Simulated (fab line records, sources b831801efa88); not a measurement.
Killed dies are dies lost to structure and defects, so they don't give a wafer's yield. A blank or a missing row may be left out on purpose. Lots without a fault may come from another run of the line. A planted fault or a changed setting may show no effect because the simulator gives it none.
Problem report in the 8D (eight disciplines) form, filled by code | flow sky130 | the parts of the form that need people (team, actions taken, sign-off) are left out

1. THE PROBLEM
beam_energy_keV at SKY_SONOS_TUNNEL_IMPLANT_09 reads a mean of 22.516 on 9 wafers of 3 lots; wafers without a fault read 20.001 with a standard deviation of 0.0056. That is +99 or more standard deviations from the usual mean.
First seen on wafer L561.3, day 13 22:28, on implanter-03. The record holds 42 wafers of 14 lots with a number at this step. Rule for "out", or "out of limits": more than 4 standard deviations from the usual mean. The other wafers with a number count as sound.

2. WHAT IT IS AND WHAT IT IS NOT
question                    | is                     | is not
which readings at this step | beam_energy_keV        | beam_on_s, dose_ions_cm2, faraday_current_uA
which lots                  | L561, L563, L564       | L554, L556, L557, L558, L560, L571, L572, L573, L574, L575, L576
which wafers of those lots  | all that have a number | -
read on which tools         | implanter-03           | implanter-02, implanter-04
when                        | from day 13 22:28      | up to then (12 sound wafers); but 21 sound wafers of L560, L571, L572, L573, L574, L575, L576 came after

3. SUSPECTS, AND WHAT RULES EACH OUT
Counting: a tool at a process step up to the reading stays a suspect if it ran every lot that is out and no sound lot after the first of them.
- implanter-03 at SKY_SONOS_TUNNEL_IMPLANT_09: ruled out as a lasting fault. Sound lots L572, L575 ran on it after its first lot that is out, L561 (day 13 22:28).
Left after counting: nothing in the record.

4. THE CAUSE (what the simulator had put in)
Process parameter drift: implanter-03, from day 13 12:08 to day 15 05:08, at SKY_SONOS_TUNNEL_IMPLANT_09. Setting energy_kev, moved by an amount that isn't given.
Counting ruled it out, wrongly.

5. THE CHAIN OF EFFECTS, in route order
Each row: a reading whose mean over the struck wafers that have a number lies more than 3 standard deviations from the usual. Only readings for which the record gives a usual standard deviation are gone through. hours: the time from each lot's start at the first step in this table that gives one to its start at this step, as a median over the lots. sigmas: the change in usual standard deviations.
hours | step                        | reading         | usual  | on struck wafers | change | sigmas
0     | SKY_SONOS_TUNNEL_IMPLANT_09 | beam_energy_keV | 20.001 | 22.516           | +2.515 | +99 or more
The process steps in it:
- SKY_SONOS_TUNNEL_IMPLANT_09
Later measuring or inspecting steps at which every struck wafer that the step has a row for has a number for every such reading, and none has moved that far: SKY_SONOS_ONO_THK_MEAS_05.

6. WHAT WOULD HAVE CAUGHT IT SOONER
In this record the first reading out of limits was taken at day 13 22:28, 10 hours after the fault began at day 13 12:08.
